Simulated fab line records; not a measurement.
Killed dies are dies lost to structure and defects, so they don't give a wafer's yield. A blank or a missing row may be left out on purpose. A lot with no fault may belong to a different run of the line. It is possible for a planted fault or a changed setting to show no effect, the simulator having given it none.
fab line records -- flow sky130
[record] lots = 12, wafers = 36, last_day = 50
route steps=708 shown GATE_OXIDE@198 CONTACT@406 VIA1@459 PAD_OPEN@708
lots untouched by any fault: they come from a run of this same line in which no faults occurred
start_h: hours from the record's opening day to when the first of the lot's shown wafers began -- wait_h: hours elapsed since this lot's preceding step -- " unchanged from the row above -- L1.1+2: a row that stands for several wafers -- - no value, or no start given -- * or withheld: withheld -- < > ~ a bound
route shown NAME@n: NAME is a module with steps in the file, n the number in the route of the first one -- usual: the fault-free wafers' mean and standard deviation -- same: alike in all rows -- chamber/n: place in a boat -- sites: readings site by site -- _std_site: how widely they spread, as a standard deviation -- _edge_site: the outer-site mean with the inner-site mean subtracted -- radius_mm: for every site, how far away it sits from the centre of the wafer -- mask NAME#n: copy n -- behind: tool/chamber where the wafer was last shaped -- hold: what put the lot on hold/how long, in hours/how the hold closed -- device: the transistor (n, p or np) that didn't switch -- end of line: tests run on the same wafers once the route is complete -- a step with no rows: only its recipe -- killed: count of dies lost to structure and defects at first sort (not the wafer's yield) -- map: the dies of a wafer, with x for killed, . for not killed, _ for no die there
set.NAME: the setting that was run; set.NAME@STEP: the one run at that earlier step -- model.NAME: the simulator's own value behind a step, which no gauge read
one table for each step of the route and one row for each wafer, over a sample of lots
services: a tool's chamber out of use, with start hour (start_h, from the record's first day; less than 0 if before it), hours out, and reason
[[steps]]
[step SKY_GATE_OXIDE_IMPLANT_11]
[recipe] species = B, energy_kev = 10, dose_cm2 = 2.6e+12, tilt_deg = withheld
[usual] beam_on_s = 9.97/0.19, dose_ions_cm2 = 2.599e+12/3e+09, faraday_current_uA = 14.70/0.28
[same] implant_ion_amu = 11
lot.wafer,tool,chamber,start_h,wait_h,beam_on_s,dose_ions_cm2,faraday_current_uA
L637.1,implanter-04,0,307.21,0.0,10.32,2.599e+12,14.25
L637.2,implanter-04,0,307.21,0.0,10.21,2.604e+12,14.47
L637.5,implanter-04,0,307.21,0.0,9.79,2.601e+12,14.91
L638.2,implanter-03,0,309.68,0.0,10.16,2.604e+12,14.45
L638.3,implanter-03,0,309.68,0.0,10.18,2.606e+12,14.40
L638.6,implanter-03,0,309.68,0.0,10.02,2.602e+12,14.61
L641.1,implanter-02,0,344.36,0.0,10.15,2.604e+12,14.48
L641.4,implanter-02,0,344.36,0.0,10.05,2.6e+12,14.64
L641.6,implanter-02,0,344.36,0.0,10.13,2.597e+12,14.41
L643.3,implanter-03,0,362.46,0.1,9.92,2.596e+12,14.84
L643.4,implanter-03,0,362.46,0.1,10.18,2.596e+12,14.32
L643.5,implanter-03,0,362.46,0.1,9.77,2.602e+12,15.05
L644.1,implanter-02,0,371.22,0.0,9.86,2.597e+12,14.89
L644.2,implanter-02,0,371.22,0.0,9.81,2.597e+12,14.90
L644.3,implanter-02,0,371.22,0.0,9.90,2.599e+12,14.85
L646.4,implanter-02,0,383.65,0.1,9.84,2.601e+12,14.91
L646.5,implanter-02,0,383.65,0.1,9.87,2.603e+12,14.79
L646.6,implanter-02,0,383.65,0.1,10.41,2.598e+12,14.02
L648.3,implanter-04,0,404.36,0.1,9.80,2.594e+12,15.00
L648.4,implanter-04,0,404.36,0.1,9.90,2.598e+12,14.73
L648.5,implanter-04,0,404.36,0.1,10.03,2.598e+12,14.61
L651.3,implanter-03,0,421.72,0.1,10.21,2.602e+12,14.40
L651.5,implanter-03,0,421.72,0.1,9.85,2.605e+12,14.89
L651.6,implanter-03,0,421.72,0.1,9.89,2.601e+12,14.94
L657.1,implanter-03,0,479.62,0.0,10.15,1.857e+12,10.31
L657.3,implanter-03,0,479.62,0.0,10.03,1.857e+12,10.41
L657.5,implanter-03,0,479.62,0.0,9.87,1.857e+12,10.60
L658.3,implanter-03,0,482.72,0.1,10.16,1.856e+12,10.33
L658.4,implanter-03,0,482.72,0.1,10.09,1.858e+12,10.35
L658.5,implanter-03,0,482.72,0.1,9.82,1.86e+12,10.69
L659.2,implanter-04,0,496.93,0.0,10.02,2.601e+12,14.62
L659.3,implanter-04,0,496.93,0.0,10.07,2.604e+12,14.49
L659.4,implanter-04,0,496.93,0.0,9.96,2.603e+12,14.77
L660.1,implanter-02,0,500.91,0.0,9.90,2.602e+12,14.80
L660.3,implanter-02,0,500.91,0.0,10.03,2.607e+12,14.60
L660.4,implanter-02,0,500.91,0.0,10.01,2.602e+12,14.73
[step SKY_GATE_OXIDE_TW_MEAS_14]
[usual] GATE_OXIDE_TW = 224.0/1.4
lot.wafer,tool,chamber,start_h,wait_h,hold,GATE_OXIDE_TW
L637.1,film_metro-01,-,307.57,0.1,-,225.3
L637.2,film_metro-01,-,307.57,0.1,-,224.5
L637.5,film_metro-01,-,307.57,0.1,-,223.7
L638.2,film_metro-03,-,310.04,0.1,-,222.4
L638.3,film_metro-03,-,310.04,0.1,-,223.7
L638.6,film_metro-03,-,310.04,0.1,-,224.9
L641.1,film_metro-01,-,344.71,0.1,-,224.5
L641.4,film_metro-01,-,344.71,0.1,-,224.6
L641.6,film_metro-01,-,344.71,0.1,-,225.9
L643.3,film_metro-02,-,362.78,0.1,-,225.3
L643.4,film_metro-02,-,362.78,0.1,-,224.3
L643.5,film_metro-02,-,362.78,0.1,-,225.0
L644.1,film_metro-03,-,371.57,0.1,-,223.4
L644.2,film_metro-03,-,371.57,0.1,-,222.5
L644.3,film_metro-03,-,371.57,0.1,-,222.7
L646.4,film_metro-03,-,383.95,0.1,-,222.2
L646.5,film_metro-03,-,383.95,0.1,-,222.2
L646.6,film_metro-03,-,383.95,0.1,-,222.3
L648.3,film_metro-02,-,404.68,0.1,-,223.7
L648.4,film_metro-02,-,404.68,0.1,-,224.2
L648.5,film_metro-02,-,404.68,0.1,-,224.6
L651.3,film_metro-01,-,422.04,0.1,-,224.3
L651.5,film_metro-01,-,422.04,0.1,-,224.2
L651.6,film_metro-01,-,422.04,0.1,-,224.6
L657.1,film_metro-02,-,479.97,0.1,await_dispo/0.2h/release,204.6
L657.3,film_metro-02,-,479.97,0.1,await_dispo/0.2h/release,204.7
L657.5,film_metro-02,-,479.97,0.1,await_dispo/0.2h/release,204.0
L657.1,film_metro-02,-,480.20,0.2,-,202.6
L657.3,film_metro-02,-,480.20,0.2,-,204.4
L657.5,film_metro-02,-,480.20,0.2,-,204.7
L658.3,film_metro-03,-,483.04,0.1,await_dispo/0.2h/release,202.2
L658.4,film_metro-03,-,483.04,0.1,await_dispo/0.2h/release,201.9
L658.5,film_metro-03,-,483.04,0.1,await_dispo/0.2h/release,200.3
L658.3,film_metro-03,-,483.27,0.2,-,200.4
L658.4,film_metro-03,-,483.27,0.2,-,201.9
L658.5,film_metro-03,-,483.27,0.2,-,200.8
L659.2,film_metro-03,-,497.27,0.1,-,221.3
L659.3,film_metro-03,-,497.27,0.1,-,221.2
L659.4,film_metro-03,-,497.27,0.1,-,220.8
L660.1,film_metro-02,-,501.26,0.1,-,223.7
L660.3,film_metro-02,-,501.26,0.1,-,225.1
L660.4,film_metro-02,-,501.26,0.1,-,225.4
[step SKY_CONTACT_CVD_00]
[recipe] material = Si3N4, target_thk_nm = 75, temp_c = 400, time_s = withheld, rf_w = 450
[usual] heater_power_w = 746/110
lot.wafer,tool,chamber,start_h,wait_h,heater_power_w
L637.1,pecvd-01,2,704.76,0.0,848
L637.2,pecvd-01,0,704.76,0.0,620
L637.5,pecvd-01,2,704.76,0.0,869
L638.2,pecvd-03,2,709.44,0.0,770
L638.3,pecvd-03,0,709.44,0.0,670
L638.6,pecvd-03,0,709.44,0.0,700
L641.1,pecvd-03,0,744.46,0.0,701
L641.4,pecvd-03,2,744.46,0.0,777
L641.6,pecvd-03,0,744.46,0.0,702
L643.3,pecvd-02,0,762.55,0.0,728
L643.4,pecvd-02,0,762.55,0.0,722
L643.5,pecvd-02,2,762.55,0.0,645
L644.1,pecvd-01,1,767.79,0.0,615
L644.2,pecvd-01,0,767.79,0.0,691
L644.3,pecvd-01,2,767.79,0.0,782
L646.4,pecvd-03,0,779.32,0.0,691
L646.5,pecvd-03,2,779.32,0.0,773
L646.6,pecvd-03,1,779.32,0.0,933
L648.3,pecvd-03,1,801.85,0.0,990
L648.4,pecvd-03,1,801.85,0.0,959
L648.5,pecvd-03,2,801.85,0.0,803
L651.3,pecvd-01,2,813.08,0.0,815
L651.5,pecvd-01,2,813.08,0.0,834
L651.6,pecvd-01,0,813.08,0.0,632
L657.1,pecvd-03,1,860.54,0.0,953
L657.3,pecvd-03,2,860.54,0.0,713
L657.5,pecvd-03,1,860.54,0.0,961
L658.3,pecvd-03,2,866.86,0.0,763
L658.4,pecvd-03,1,866.86,0.0,946
L658.5,pecvd-03,2,866.86,0.0,775
L659.2,pecvd-02,1,874.94,0.0,731
L659.3,pecvd-02,0,874.94,0.0,734
L659.4,pecvd-02,1,874.94,0.0,706
L660.1,pecvd-01,2,880.23,0.0,819
L660.3,pecvd-01,1,880.23,0.0,533
L660.4,pecvd-01,0,880.23,0.0,578
[step SKY_CONTACT_THK_MEAS_01]
[recipe] reads = Si3N4_of_CONTACT_CVD_00
[usual] CONTACT_CVD_00_THK = 75.0/1.2
lot.wafer,tool,chamber,start_h,wait_h,CONTACT_CVD_00_THK[nm]
L637.1,film_metro-02,-,704.79,-,75.8
L637.2,film_metro-02,-,704.79,-,76.0
L637.5,film_metro-02,-,704.79,-,76.5
L638.2,film_metro-02,-,709.48,-,74.9
L638.3,film_metro-02,-,709.48,-,74.4
L638.6,film_metro-02,-,709.48,-,73.8
L641.1,film_metro-02,-,744.49,-,74.0
L641.4,film_metro-02,-,744.49,-,75.7
L641.6,film_metro-02,-,744.49,-,74.8
L643.3,film_metro-01,-,762.60,-,76.6
L643.4,film_metro-01,-,762.60,-,76.6
L643.5,film_metro-01,-,762.60,-,76.3
L644.1,film_metro-02,-,767.82,-,74.9
L644.2,film_metro-02,-,767.82,-,75.1
L644.3,film_metro-02,-,767.82,-,74.7
L646.4,film_metro-01,-,779.36,-,74.3
L646.5,film_metro-01,-,779.36,-,74.6
L646.6,film_metro-01,-,779.36,-,73.1
L648.3,film_metro-02,-,801.90,-,72.7
L648.4,film_metro-02,-,801.90,-,73.5
L648.5,film_metro-02,-,801.90,-,74.3
L651.3,film_metro-02,-,813.13,-,75.2
L651.5,film_metro-02,-,813.13,-,76.4
L651.6,film_metro-02,-,813.13,-,76.7
L657.1,film_metro-01,-,860.57,-,74.3
L657.3,film_metro-01,-,860.57,-,74.2
L657.5,film_metro-01,-,860.57,-,74.5
L658.3,film_metro-02,-,866.91,-,74.1
L658.4,film_metro-02,-,866.91,-,74.1
L658.5,film_metro-02,-,866.91,-,74.6
L659.2,film_metro-02,-,874.99,-,72.9
L659.3,film_metro-02,-,874.99,-,73.7
L659.4,film_metro-02,-,874.99,-,73.7
L660.1,film_metro-04,-,880.37,-,73.9
L660.3,film_metro-04,-,880.37,-,73.6
L660.4,film_metro-04,-,880.37,-,76.5
[step SKY_VIA1_THK_MEAS_01]
[recipe] reads = SiO2_of_VIA1_HDPCVD_00
[usual] VIA1_HDPCVD_THK = 1028/11
lot.wafer,tool,chamber,start_h,wait_h,VIA1_HDPCVD_THK[nm]
L637.1,film_metro-03,-,763.25,0.1,1037
L637.2,film_metro-03,-,763.25,0.1,1038
L637.5,film_metro-03,-,763.25,0.1,1041
L638.2,film_metro-04,-,767.81,0.1,1021
L638.3,film_metro-04,-,767.81,0.1,1031
L638.6,film_metro-04,-,767.81,0.1,1018
L641.1,film_metro-01,-,800.14,0.1,1024
L641.4,film_metro-01,-,800.14,0.1,1042
L641.6,film_metro-01,-,800.14,0.1,1042
L643.3,film_metro-03,-,818.40,0.1,1017
L643.4,film_metro-03,-,818.40,0.1,1036
L643.5,film_metro-03,-,818.40,0.1,1016
L644.1,film_metro-03,-,824.14,0.1,1028
L644.2,film_metro-03,-,824.14,0.1,1010
L644.3,film_metro-03,-,824.14,0.1,1017
L646.4,film_metro-03,-,834.39,0.0,1021
L646.5,film_metro-03,-,834.39,0.0,1017
L646.6,film_metro-03,-,834.39,0.0,1014
L648.3,film_metro-01,-,857.68,0.1,1025
L648.4,film_metro-01,-,857.68,0.1,1034
L648.5,film_metro-01,-,857.68,0.1,1024
L651.3,film_metro-03,-,870.33,0.1,1024
L651.5,film_metro-03,-,870.33,0.1,1025
L651.6,film_metro-03,-,870.33,0.1,1025
L657.1,film_metro-03,-,914.97,0.1,1014
L657.3,film_metro-03,-,914.97,0.1,1032
L657.5,film_metro-03,-,914.97,0.1,1016
L658.3,film_metro-03,-,920.08,0.1,1032
L658.4,film_metro-03,-,920.08,0.1,1035
L658.5,film_metro-03,-,920.08,0.1,1017
L659.2,film_metro-04,-,927.63,0.1,1036
L659.3,film_metro-04,-,927.63,0.1,1035
L659.4,film_metro-04,-,927.63,0.1,1024
L660.1,film_metro-04,-,933.40,0.1,1045
L660.3,film_metro-04,-,933.40,0.1,1043
L660.4,film_metro-04,-,933.40,0.1,1038
[step SKY_PAD_OPEN_PROBE_99]
[usual] killed_at_M0_to_M3 = 44/7, killed_at_M4_up = 3.0/1.8, killed_at_contacts = 24/4.9, killed_at_front_end = 15/5, killed_at_other = 0.2/0.53, killed_dies = 87/8.7, killed_open = 48/6.8, killed_short = 39/5.7
[same] gross_dies = 492, killed_at_back_side = 0
lot.wafer,tool,chamber,start_h,wait_h,hold,killed_at_M0_to_M3,killed_at_M4_up,killed_at_contacts,killed_at_front_end,killed_at_other,killed_dies,killed_open,killed_short
L637.1,prober-01,-,1073.20,0.1,-,42,2,31,12,1,88,51,37
L637.2,prober-01,-,1073.25,0.1,-,34,5,23,17,0,79,47,32
L637.5,prober-01,-,1073.40,0.2,-,42,1,24,12,0,79,41,38
L638.2,prober-02,-,1075.60,0.1,-,42,7,29,22,0,100,51,49
L638.3,prober-02,-,1075.65,0.2,-,46,5,28,24,0,103,53,50
L638.6,prober-02,-,1075.80,0.2,-,36,2,26,14,0,78,39,39
L641.1,prober-01,-,1101.36,0.1,-,41,3,16,10,0,70,34,36
L641.4,prober-01,-,1101.51,0.2,-,47,7,21,8,0,83,35,48
L641.6,prober-01,-,1101.61,0.2,-,49,1,24,13,1,88,54,34
L643.3,prober-01,-,1117.50,0.2,-,33,4,23,16,0,76,47,29
L643.4,prober-01,-,1117.55,0.2,-,42,1,35,9,0,87,48,39
L643.5,prober-01,-,1117.60,0.2,-,37,4,30,13,0,84,45,39
L644.1,prober-02,-,1120.60,0.1,-,52,2,27,16,0,97,51,46
L644.2,prober-02,-,1120.65,0.1,-,47,4,16,19,0,86,52,34
L644.3,prober-02,-,1120.70,0.2,-,45,1,20,25,0,91,44,47
L646.4,prober-02,-,1130.25,0.2,-,40,1,22,17,0,80,42,38
L646.5,prober-02,-,1130.30,0.2,-,40,1,26,16,0,83,51,32
L646.6,prober-02,-,1130.35,0.2,-,50,4,22,11,0,87,51,36
L648.3,prober-01,-,1148.04,0.2,-,38,2,26,14,0,80,45,35
L648.4,prober-01,-,1148.09,0.2,-,46,4,24,11,0,85,46,39
L648.5,prober-01,-,1148.14,0.2,-,29,3,20,16,1,69,32,37
L651.3,prober-01,-,1154.99,0.2,-,51,4,27,8,0,90,48,42
L651.5,prober-01,-,1155.09,0.2,-,53,1,19,12,0,85,42,43
L651.6,prober-01,-,1155.14,0.2,-,43,5,23,20,0,91,49,42
L657.1,prober-01,-,1186.01,0.1,await_dispo/7.7h/release,44,4,23,9,0,80,49,31
L657.3,prober-01,-,1186.11,0.2,await_dispo/7.7h/release,41,0,33,13,0,87,45,42
L657.5,prober-01,-,1186.21,0.2,await_dispo/7.7h/release,59,0,17,12,1,89,54,35
L658.3,prober-02,-,1187.07,0.2,await_dispo/2.9h/release,49,5,22,16,0,92,50,42
L658.4,prober-02,-,1187.12,0.2,await_dispo/2.9h/release,54,3,26,12,0,95,53,42
L658.5,prober-02,-,1187.17,0.2,await_dispo/2.9h/release,61,3,28,12,0,104,63,41
L659.2,prober-01,-,1194.83,0.1,-,51,2,24,10,0,87,42,45
L659.3,prober-01,-,1194.88,0.2,-,49,4,21,10,0,84,40,44
L659.4,prober-01,-,1194.93,0.2,-,55,10,23,11,0,99,53,46
L660.1,prober-02,-,1199.49,0.1,-,40,2,29,20,0,91,49,42
L660.3,prober-02,-,1199.59,0.2,-,42,2,29,12,2,87,46,41
L660.4,prober-02,-,1199.64,0.2,-,48,3,37,21,0,109,56,53
// killed by level:class
L637.1 LI_CONTACT:geometric_particle:open=10 CONTACT:geometric_particle:open=8 VIA1:geometric_particle:open=8 VIA3:geometric_particle:open=8 FIELD_ISO:geometric_particle:open=7 CONTACT:geometric_particle:short=7 VIA2:geometric_particle:open=6 VIA1:geometric_particle:short=4
L637.2 FIELD_ISO:geometric_particle:short=8 LI_CONTACT:geometric_particle:open=8 VIA1:geometric_particle:open=8 VIA3:geometric_particle:open=8 CONTACT:geometric_particle:open=7 METAL2:geometric_particle:short=6 VIA2:geometric_particle:short=3 LOCAL_INTERCONNECT:geometric_particle:open=3
L637.5 CONTACT:geometric_particle:open=7 VIA1:geometric_particle:open=7 VIA3:geometric_particle:open=6 METAL1:geometric_particle:short=6 LI_CONTACT:geometric_particle:short=5 LI_CONTACT:geometric_particle:open=4 LOCAL_INTERCONNECT:geometric_particle:short=4 METAL2:geometric_particle:open=4
L638.2 VIA1:geometric_particle:open=12 CONTACT:geometric_particle:open=9 POLY_GATE:geometric_particle:short=7 LI_CONTACT:geometric_particle:open=6 VIA2:geometric_particle:open=6 LOCAL_INTERCONNECT:geometric_particle:short=5 CONTACT:geometric_particle:short=5 VIA1:geometric_particle:short=5
L638.3 CONTACT:geometric_particle:open=13 VIA1:geometric_particle:open=10 VIA2:geometric_particle:open=7 FIELD_ISO:geometric_particle:open=6 POLY_GATE:geometric_particle:short=6 CONTACT:geometric_particle:short=6 METAL1:geometric_particle:short=6 VIA1:geometric_particle:short=6
L638.6 LI_CONTACT:geometric_particle:open=8 CONTACT:geometric_particle:open=8 VIA1:geometric_particle:open=7 FIELD_ISO:geometric_particle:short=6 VIA1:geometric_particle:short=5 VIA2:geometric_particle:open=5 VIA2:geometric_particle:short=5 LI_CONTACT:geometric_particle:short=4
L641.1 VIA1:geometric_particle:open=11 METAL1:geometric_particle:short=6 LI_CONTACT:geometric_particle:open=5 METAL3:geometric_particle:short=5 VIA2:geometric_particle:open=5 FIELD_ISO:geometric_particle:short=3 LOCAL_INTERCONNECT:geometric_particle:short=3 CONTACT:geometric_particle:open=3
L641.4 VIA1:geometric_particle:open=8 METAL4:geometric_particle:short=7 VIA2:geometric_particle:open=6 LI_CONTACT:geometric_particle:open=5 LOCAL_INTERCONNECT:geometric_particle:short=5 CONTACT:geometric_particle:open=5 METAL1:geometric_particle:short=5 VIA1:geometric_particle:short=5
L641.6 VIA1:geometric_particle:open=18 LI_CONTACT:geometric_particle:open=9 CONTACT:geometric_particle:open=9 VIA2:geometric_particle:open=7 METAL2:geometric_particle:short=5 POLY_GATE:geometric_particle:short=4 VIA1:geometric_particle:short=4 VIA3:geometric_particle:short=4
L643.3 LI_CONTACT:geometric_particle:open=10 LI_CONTACT:geometric_particle:short=6 VIA1:geometric_particle:open=6 FIELD_ISO:geometric_particle:open=5 POLY_GATE:geometric_particle:open=5 CONTACT:geometric_particle:open=5 VIA1:geometric_particle:short=5 VIA2:geometric_particle:open=5
L643.4 LI_CONTACT:geometric_particle:open=10 CONTACT:geometric_particle:open=10 VIA1:geometric_particle:open=10 CONTACT:geometric_particle:short=7 VIA2:geometric_particle:open=6 METAL1:geometric_particle:short=5 METAL2:geometric_particle:short=5 VIA1:geometric_particle:short=5
L643.5 CONTACT:geometric_particle:open=10 VIA1:geometric_particle:open=10 LI_CONTACT:geometric_particle:open=9 METAL2:geometric_particle:short=7 LI_CONTACT:geometric_particle:short=5 VIA1:geometric_particle:short=5 POLY_GATE:geometric_particle:open=4 METAL1:geometric_particle:short=4
L644.1 VIA1:geometric_particle:open=13 LI_CONTACT:geometric_particle:open=11 METAL1:geometric_particle:short=10 CONTACT:geometric_particle:open=7 LOCAL_INTERCONNECT:geometric_particle:short=6 VIA2:geometric_particle:open=5 METAL2:geometric_particle:short=5 METAL3:geometric_particle:short=5
L644.2 VIA1:geometric_particle:open=12 VIA3:geometric_particle:short=7 VIA2:geometric_particle:open=7 LI_CONTACT:geometric_particle:open=6 FIELD_ISO:geometric_particle:open=5 POLY_GATE:geometric_particle:open=5 METAL2:geometric_particle:short=5 VIA3:geometric_particle:open=5
L644.3 METAL1:geometric_particle:short=8 VIA1:geometric_particle:open=8 VIA3:geometric_particle:short=6 VIA3:geometric_particle:open=6 POLY_GATE:geometric_particle:short=5 CONTACT:geometric_particle:open=5 CONTACT:geometric_particle:short=5 METAL2:geometric_particle:short=5
L646.4 METAL2:geometric_particle:short=10 CONTACT:geometric_particle:open=9 LI_CONTACT:geometric_particle:open=6 VIA1:geometric_particle:open=6 VIA1:geometric_particle:short=5 VIA3:geometric_particle:open=5 VIA2:geometric_particle:open=5 VIA2:geometric_particle:short=5
L646.5 CONTACT:geometric_particle:open=8 VIA1:geometric_particle:open=8 VIA3:geometric_particle:open=8 LI_CONTACT:geometric_particle:open=7 VIA2:geometric_particle:open=7 CONTACT:geometric_particle:short=5 FIELD_ISO:geometric_particle:short=4 FIELD_ISO:geometric_particle:open=4
L646.6 VIA2:geometric_particle:open=14 CONTACT:geometric_particle:open=11 VIA1:geometric_particle:open=9 VIA1:geometric_particle:short=5 VIA3:geometric_particle:open=5 LI_CONTACT:geometric_particle:open=4 LOCAL_INTERCONNECT:geometric_particle:short=4 METAL1:geometric_particle:short=4
L648.3 LI_CONTACT:geometric_particle:open=9 VIA1:geometric_particle:open=9 CONTACT:geometric_particle:open=8 METAL2:geometric_particle:short=7 CONTACT:geometric_particle:short=6 METAL1:geometric_particle:short=6 VIA3:geometric_particle:open=5 FIELD_ISO:geometric_particle:open=4
L648.4 VIA3:geometric_particle:open=9 METAL2:geometric_particle:short=8 CONTACT:geometric_particle:open=8 LI_CONTACT:geometric_particle:open=7 VIA2:geometric_particle:open=6 VIA1:geometric_particle:open=5 METAL1:geometric_particle:short=4 VIA1:geometric_particle:short=4
L648.5 CONTACT:geometric_particle:short=7 VIA3:geometric_particle:open=6 VIA1:geometric_particle:open=5 LOCAL_INTERCONNECT:geometric_particle:short=5 METAL1:geometric_particle:short=5 METAL2:geometric_particle:short=5 FIELD_ISO:geometric_particle:open=4 FIELD_ISO:geometric_particle:short=4
L651.3 CONTACT:geometric_particle:open=12 VIA1:geometric_particle:open=9 METAL2:geometric_particle:short=9 METAL1:geometric_particle:short=8 LI_CONTACT:geometric_particle:open=7 VIA2:geometric_particle:open=5 CONTACT:geometric_particle:short=4 VIA2:geometric_particle:short=4
L651.5 VIA1:geometric_particle:open=12 VIA1:geometric_particle:short=8 CONTACT:geometric_particle:open=6 METAL2:geometric_particle:short=6 VIA3:geometric_particle:open=6 LOCAL_INTERCONNECT:geometric_particle:short=5 VIA2:geometric_particle:open=5 FIELD_ISO:geometric_particle:open=4
L651.6 VIA1:geometric_particle:open=12 POLY_GATE:geometric_particle:short=9 CONTACT:geometric_particle:open=8 VIA3:geometric_particle:open=8 VIA1:geometric_particle:short=6 LI_CONTACT:geometric_particle:open=6 VIA2:geometric_particle:open=6 FIELD_ISO:geometric_particle:short=5
L657.1 VIA3:geometric_particle:open=9 LI_CONTACT:geometric_particle:open=8 CONTACT:geometric_particle:open=8 VIA1:geometric_particle:open=7 VIA1:geometric_particle:short=6 METAL2:geometric_particle:short=5 VIA2:geometric_particle:open=5 FIELD_ISO:geometric_particle:open=3
L657.3 CONTACT:geometric_particle:open=13 VIA1:geometric_particle:open=10 LI_CONTACT:geometric_particle:open=8 LOCAL_INTERCONNECT:geometric_particle:short=5 METAL1:geometric_particle:short=5 METAL2:geometric_particle:short=5 VIA3:geometric_particle:open=5 POLY_GATE:geometric_particle:short=4
L657.5 VIA1:geometric_particle:open=15 VIA3:geometric_particle:open=12 CONTACT:geometric_particle:open=9 METAL1:geometric_particle:short=8 VIA2:geometric_particle:open=5 FIELD_ISO:geometric_particle:short=4 METAL2:geometric_particle:open=4 POLY_GATE:geometric_particle:open=3
L658.3 VIA1:geometric_particle:open=14 VIA2:geometric_particle:open=9 CONTACT:geometric_particle:open=7 VIA1:geometric_particle:short=7 POLY_GATE:geometric_particle:open=5 LOCAL_INTERCONNECT:geometric_particle:short=5 METAL1:geometric_particle:short=5 LI_CONTACT:geometric_particle:short=4
L658.4 VIA1:geometric_particle:open=19 VIA1:geometric_particle:short=11 CONTACT:geometric_particle:open=8 CONTACT:geometric_particle:short=7 VIA3:geometric_particle:open=7 POLY_GATE:geometric_particle:open=6 LI_CONTACT:geometric_particle:open=6 LOCAL_INTERCONNECT:geometric_particle:short=5
L658.5 VIA1:geometric_particle:open=16 CONTACT:geometric_particle:open=12 METAL2:geometric_particle:short=8 VIA1:geometric_particle:short=7 LI_CONTACT:geometric_particle:open=6 VIA2:geometric_particle:open=6 METAL3:geometric_particle:short=6 VIA3:geometric_particle:open=5
L659.2 VIA1:geometric_particle:open=12 CONTACT:geometric_particle:open=11 METAL2:geometric_particle:short=8 METAL1:geometric_particle:short=6 LOCAL_INTERCONNECT:geometric_particle:short=6 METAL3:geometric_particle:short=6 VIA3:geometric_particle:open=6 VIA2:geometric_particle:open=5
L659.3 VIA1:geometric_particle:open=14 CONTACT:geometric_particle:open=6 VIA2:geometric_particle:short=6 CONTACT:geometric_particle:short=5 VIA2:geometric_particle:open=5 METAL3:geometric_particle:short=5 VIA3:geometric_particle:open=5 VIA1:geometric_particle:short=4
L659.4 VIA1:geometric_particle:open=16 VIA1:geometric_particle:short=9 CONTACT:geometric_particle:open=8 LI_CONTACT:geometric_particle:open=6 METAL2:geometric_particle:short=6 POLY_GATE:geometric_particle:short=5 VIA2:geometric_particle:open=5 METAL4:geometric_particle:short=5
L660.1 CONTACT:geometric_particle:open=11 LI_CONTACT:geometric_particle:open=8 VIA3:geometric_particle:open=7 FIELD_ISO:geometric_particle:open=6 POLY_GATE:geometric_particle:short=6 METAL1:geometric_particle:short=6 VIA1:geometric_particle:open=6 METAL2:geometric_particle:short=6
L660.3 CONTACT:geometric_particle:open=11 VIA2:geometric_particle:open=11 LI_CONTACT:geometric_particle:open=6 VIA2:geometric_particle:short=6 VIA1:geometric_particle:open=6 CONTACT:geometric_particle:short=5 METAL1:geometric_particle:short=5 VIA3:geometric_particle:open=4
L660.4 CONTACT:geometric_particle:open=13 VIA1:geometric_particle:short=13 CONTACT:geometric_particle:short=11 FIELD_ISO:geometric_particle:short=8 FIELD_ISO:geometric_particle:open=8 LI_CONTACT:geometric_particle:open=8 VIA1:geometric_particle:open=6 VIA2:geometric_particle:open=6
[[services]]
tool,chamber,start_h,hours,kind
implanter-02,-,325.29,1.7,repair
implanter-04,-,354.77,9.3,repair
implanter-03,-,360.27,1.9,repair
implanter-03,-,387.24,5.3,repair
pecvd-03,0,403.95,25.9,repair
implanter-03,-,412.92,0.9,repair
implanter-02,-,448.95,5.7,repair
implanter-03,-,458.69,2.9,pm
pecvd-03,0,496.76,8.2,repair
implanter-03,-,497.48,1.3,repair
pecvd-01,-,501.61,0.5,repair
implanter-03,-,528.33,89.0,repair
pecvd-03,1,558.17,9.1,repair
implanter-02,-,576.13,3.9,pm
implanter-04,-,593.15,2.9,repair
implanter-04,-,627.84,2.3,repair
implanter-02,-,629.39,5.1,pm
implanter-03,-,690.00,1.7,repair
implanter-02,-,697.51,2.0,repair
pecvd-01,2,718.78,4.3,repair
pecvd-01,-,814.44,2.8,pm
implanter-03,-,815.57,3.9,pm
pecvd-03,2,834.14,3.7,repair
implanter-02,-,837.39,1.7,repair
[[key]]
[first_sign] step = SKY_GATE_OXIDE_IMPLANT_11, reading = dose_ions_cm2, direction = down, sigmas = 99+, usual = *, struck = *
[effect] step = SKY_GATE_OXIDE_IMPLANT_11, reading = faraday_current_uA, direction = down, sigmas = 15, usual = 14.70, struck = 10.45
[effect] step = SKY_GATE_OXIDE_TW_MEAS_14, reading = visit, direction = added
[effect] step = SKY_GATE_OXIDE_TW_MEAS_14, reading = GATE_OXIDE_TW, direction = down, sigmas = 15, usual = 224.0, struck = 202.9
[effect] step = SKY_PAD_OPEN_PROBE_99, reading = hold, direction = added
met_at SKY_GATE_OXIDE_IMPLANT_11
struck_lots L657,L658
tester_left_out L657,L658
not_acting_at SKY_CONTACT_CVD_00,SKY_CONTACT_THK_MEAS_01,SKY_VIA1_THK_MEAS_01
onset_between 421.72 479.62
[fault] kind = process_parameter_drift, tool = implanter-03, chamber = -, onset_h = 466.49, steps = SKY_GATE_OXIDE_IMPLANT_11, channel = dose_cm2, offset = *, shape = step, end_h = 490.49, acts_in = *, stated = *
// tester_left_out: of these lots the tester's yield and bins aren't shown, on N5 and GAA mostly nor the transistor test; their killed dies are dies lost to structure and defects alone, not to doping, threshold or leakage, so they don't give the yield
